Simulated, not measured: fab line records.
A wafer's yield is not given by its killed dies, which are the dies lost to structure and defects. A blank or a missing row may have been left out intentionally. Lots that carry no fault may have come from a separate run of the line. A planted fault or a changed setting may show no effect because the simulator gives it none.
The tool behind it: which one? + flow gf180mcu + route of 602 steps, sampled at 1 step: 6 lots, 18 wafers

== WHAT THE GAUGES SHOWED, per wafer ==
GF_V3_OVL_MEAS_15.
| lot  | measured     | on         | V3_OVL (nm) |
|------|--------------|------------|-------------|
| L839 | day 22 14:04 | overlay-01 | 3 7 2       |
| L841 | day 23 08:08 | overlay-02 | 12 13 10    |
| L847 | day 25 15:41 | overlay-02 | 2 6 19      |
| L851 | day 26 20:49 | overlay-02 | 2 6 9       |
| L853 | day 27 16:59 | overlay-01 | 12 6 0      |
| L861 | day 29 21:38 | overlay-02 | 2 7 -2      |

== EACH LOT AND THE TOOL THAT RAN IT (in order: tool; ch and the chambers of the sampled wafers; start) ==
The record shows no process step preceding these readings.

== THE ANSWER, worked out from the rows above alone ==
Rule: the usual values come from the lots themselves. Put in order of their means at a reading, lots are off if they are a third of the lots or fewer, leave a main group of 4 or more, and stand apart from it by a gap of 3 or more times the standard deviation of the main group's means; of several such gaps the widest counts. Not used: any main group whose means are identical at the precision the tables above print for the reading. A lot without any number at a reading at which 4 lots or more have one is off too. Where the step has rows for the other lots, those lots are counted as sound.
Across all readings shown, no lot is off: no conclusion can be drawn from this.

== WHAT WAS PUT IN BY THE SIMULATOR ==
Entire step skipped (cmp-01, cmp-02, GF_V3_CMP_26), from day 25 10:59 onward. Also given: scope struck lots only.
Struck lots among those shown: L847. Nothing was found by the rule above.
